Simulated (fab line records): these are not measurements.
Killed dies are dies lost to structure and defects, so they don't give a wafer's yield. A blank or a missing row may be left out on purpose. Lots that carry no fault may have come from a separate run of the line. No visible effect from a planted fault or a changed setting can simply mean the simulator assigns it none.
What tool caused it? / flow gf180mcu / 33 wafers from 11 lots sampled at 5 of the route's 602 steps

WHAT THE GAUGES READ, wafer by wafer
GF_V5_THK_MEAS_01.
lot=L991; measured=day 26 05:25; on=filmMetro-02; V5_CVD_00_THK (nm)=302 301 298
lot=L992; measured=day 26 15:20; on=filmMetro-01; V5_CVD_00_THK (nm)=294 297 294
lot=L995; measured=day 27 13:26; on=filmMetro-03; V5_CVD_00_THK (nm)=297 298 295
lot=L994; measured=day 27 17:55; on=filmMetro-03; V5_CVD_00_THK (nm)=294 296 297
lot=L996; measured=day 28 00:58; on=filmMetro-01; V5_CVD_00_THK (nm)=299 302 299
lot=L100; measured=day 29 01:52; on=filmMetro-01; V5_CVD_00_THK (nm)=296 303 299
lot=L101; measured=day 29 12:46; on=filmMetro-02; V5_CVD_00_THK (nm)=300 302 303
lot=L103; measured=day 30 02:19; on=filmMetro-01; V5_CVD_00_THK (nm)=297 295 297
lot=L104; measured=day 30 10:55; on=filmMetro-03; V5_CVD_00_THK (nm)=300 296 301
lot=L107; measured=day 31 05:45; on=filmMetro-02; V5_CVD_00_THK (nm)=302 304 303
lot=L112; measured=day 32 08:44; on=filmMetro-01; V5_CVD_00_THK (nm)=302 301 297

GF_TOP_METAL_RS_MEAS_05: a four-point-probe measurement.
lot=L991; measured=day 27 04:43; on=filmMetro-04; TOP_METAL_ALCU_RS (ohm/sq)=0.0325 0.0328 0.0324
lot=L992; measured=day 27 13:32; on=filmMetro-04; TOP_METAL_ALCU_RS (ohm/sq)=0.0323 0.0326 0.0326
lot=L995; measured=day 28 11:22; on=filmMetro-01; TOP_METAL_ALCU_RS (ohm/sq)=0.0331 0.0327 0.0328
lot=L994; measured=day 28 15:41; on=filmMetro-04; TOP_METAL_ALCU_RS (ohm/sq)=0.0332 0.0329 0.0331
lot=L996; measured=day 28 22:22; on=filmMetro-04; TOP_METAL_ALCU_RS (ohm/sq)=0.0330 0.0327 0.0333
lot=L100; measured=day 29 22:53; on=filmMetro-01; TOP_METAL_ALCU_RS (ohm/sq)=0.0326 0.0319 0.0322
lot=L101; measured=day 30 09:31; on=filmMetro-04; TOP_METAL_ALCU_RS (ohm/sq)=0.0331 0.0325 0.0329
lot=L103; measured=day 30 23:07; on=filmMetro-04; TOP_METAL_ALCU_RS (ohm/sq)=0.0338 0.0329 0.0338
lot=L104; measured=day 31 06:49; on=filmMetro-04; TOP_METAL_ALCU_RS (ohm/sq)=0.0329 0.0326 0.0327
lot=L107; measured=day 32 01:19; on=filmMetro-01; TOP_METAL_ALCU_RS (ohm/sq)=0.0329 0.0619 0.0337
lot=L112; measured=day 33 03:39; on=filmMetro-04; TOP_METAL_ALCU_RS (ohm/sq)=0.0325 0.0574 0.0331

GF_TOP_METAL_THK_MEAS_06: measures by xrf.
lot=L991; measured=day 27 04:49; on=filmMetro-04; TOP_METAL_ALCU_THK (nm)=911 899 912
lot=L992; measured=day 27 13:37; on=filmMetro-04; TOP_METAL_ALCU_THK (nm)=913 905 903
lot=L995; measured=day 28 11:29; on=filmMetro-01; TOP_METAL_ALCU_THK (nm)=873 885 884
lot=L994; measured=day 28 15:48; on=filmMetro-04; TOP_METAL_ALCU_THK (nm)=888 898 890
lot=L996; measured=day 28 22:28; on=filmMetro-04; TOP_METAL_ALCU_THK (nm)=890 900 884
lot=L100; measured=day 29 22:59; on=filmMetro-01; TOP_METAL_ALCU_THK (nm)=894 915 899
lot=L101; measured=day 30 09:38; on=filmMetro-04; TOP_METAL_ALCU_THK (nm)=890 905 890
lot=L103; measured=day 30 23:14; on=filmMetro-04; TOP_METAL_ALCU_THK (nm)=869 891 869
lot=L104; measured=day 31 06:55; on=filmMetro-04; TOP_METAL_ALCU_THK (nm)=898 906 903
lot=L107; measured=day 32 01:26; on=filmMetro-01; TOP_METAL_ALCU_THK (nm)=886 473 868
lot=L112; measured=day 33 03:46; on=filmMetro-04; TOP_METAL_ALCU_THK (nm)=904 516 893

WHICH TOOL RAN EACH LOT (tool, then ch and the chambers of the sampled wafers, then the start)
lot=L991; GF_V5_CVD_02=pecvd-04 ch 1,2, day 26 05:28; GF_TOP_METAL_SPUTTER_02=pvdSputter-02, day 27 04:35
lot=L992; GF_V5_CVD_02=pecvd-04 ch 0,1,2, day 26 15:25; GF_TOP_METAL_SPUTTER_02=pvdSputter-01, day 27 13:23
lot=L995; GF_V5_CVD_02=pecvd-02 ch 0,1,2, day 27 13:29; GF_TOP_METAL_SPUTTER_02=pvdSputter-03, day 28 11:17
lot=L994; GF_V5_CVD_02=pecvd-01 ch 0,1, day 27 17:58; GF_TOP_METAL_SPUTTER_02=pvdSputter-03, day 28 15:35
lot=L996; GF_V5_CVD_02=pecvd-01 ch 1,2, day 28 01:00; GF_TOP_METAL_SPUTTER_02=pvdSputter-03, day 28 22:14
lot=L100; GF_V5_CVD_02=pecvd-01 ch 0,1,2, day 29 01:55; GF_TOP_METAL_SPUTTER_02=pvdSputter-03, day 29 22:46
lot=L101; GF_V5_CVD_02=pecvd-01 ch 1,2, day 29 12:49; GF_TOP_METAL_SPUTTER_02=pvdSputter-02, day 30 09:26
lot=L103; GF_V5_CVD_02=pecvd-02 ch 0,1, day 30 02:22; GF_TOP_METAL_SPUTTER_02=pvdSputter-01, day 30 23:01
lot=L104; GF_V5_CVD_02=pecvd-02 ch 0,1, day 30 10:58; GF_TOP_METAL_SPUTTER_02=pvdSputter-03, day 31 06:42
lot=L107; GF_V5_CVD_02=pecvd-02 ch 0,2, day 31 05:49; GF_TOP_METAL_SPUTTER_02=pvdSputter-01, day 32 01:14
lot=L112; GF_V5_CVD_02=pecvd-04 ch 0,1, day 32 08:47; GF_TOP_METAL_SPUTTER_02=pvdSputter-01, day 33 03:34
- GF_V5_CVD_02: deposits SiO2 from TEOS, target thk 1450 nm, time 163.28 s.
- GF_TOP_METAL_SPUTTER_02: material AlCu, target thk 900 nm, time 47.82 s.

AS READ BY THE TOOLS THEMSELVES (means over the sampled wafers that have a number; for cases with no such wafer, the mark the record gives instead)
GF_V5_CVD_02.
lot=L991; tool=pecvd-04; heaterPowerW (W)=673
lot=L992; tool=pecvd-04; heaterPowerW (W)=688
lot=L995; tool=pecvd-02; heaterPowerW (W)=633
lot=L994; tool=pecvd-01; heaterPowerW (W)=637
lot=L996; tool=pecvd-01; heaterPowerW (W)=668
lot=L100; tool=pecvd-01; heaterPowerW (W)=646
lot=L101; tool=pecvd-01; heaterPowerW (W)=696
lot=L103; tool=pecvd-02; heaterPowerW (W)=608
lot=L104; tool=pecvd-02; heaterPowerW (W)=608
lot=L107; tool=pecvd-02; heaterPowerW (W)=689
lot=L112; tool=pecvd-04; heaterPowerW (W)=853

GF_TOP_METAL_SPUTTER_02.
lot=L991; tool=pvdSputter-02; throttleValvePct (%)=29.5
lot=L992; tool=pvdSputter-01; throttleValvePct (%)=30.3
lot=L995; tool=pvdSputter-03; throttleValvePct (%)=30.9
lot=L994; tool=pvdSputter-03; throttleValvePct (%)=30.7
lot=L996; tool=pvdSputter-03; throttleValvePct (%)=30.8
lot=L100; tool=pvdSputter-03; throttleValvePct (%)=31.5
lot=L101; tool=pvdSputter-02; throttleValvePct (%)=30.1
lot=L103; tool=pvdSputter-01; throttleValvePct (%)=31.2
lot=L104; tool=pvdSputter-03; throttleValvePct (%)=30.4
lot=L107; tool=pvdSputter-01; throttleValvePct (%)=30.4
lot=L112; tool=pvdSputter-01; throttleValvePct (%)=30.6

THE ANSWER, worked out from the rows above alone
Rule: the lots themselves supply what counts as usual. Put in order of their means at a reading, lots are off if they are a third of the lots or fewer, leave a main group of 4 or more, and stand apart from it by a gap of 3 or more times the standard deviation of the main group's means; of several such gaps the widest counts. A main group is skipped when, at the precision printed for the reading in the tables above, its means are all equal. A lot without any number at a reading at which 4 lots or more have one is off too. Any other lot the step has rows for is counted as sound. First the gauges in route order, then the tools' own readings, where a lot's mean is used as printed above. At the first step where some lot is off, the reading lying furthest off is the one used; lots without a number count as furthest.
Off: at GF_TOP_METAL_RS_MEAS_05 (TOP_METAL_ALCU_RS), L107, L112. For the main group the mean is 0.0328 ohm/sq and the standard deviation 0.00035.
A tool fits if, at a process step before that reading, it ran every lot that is off, and no sound lot after the first of them. Gauges at GF_TOP_METAL_RS_MEAS_05: tried the same way as those tools. One candidate fits, namely pvdSputter-01 at GF_TOP_METAL_SPUTTER_02. A fault onset in the window from L103 (day 30 23:01, its last sound lot) to L107 (day 32 01:14, its first lot off) fits.

WHAT THE SIMULATOR HAD INSERTED
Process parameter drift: pvdSputter-01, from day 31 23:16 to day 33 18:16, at GF_TOP_METAL_SPUTTER_02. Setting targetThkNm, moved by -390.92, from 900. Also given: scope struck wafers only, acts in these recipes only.
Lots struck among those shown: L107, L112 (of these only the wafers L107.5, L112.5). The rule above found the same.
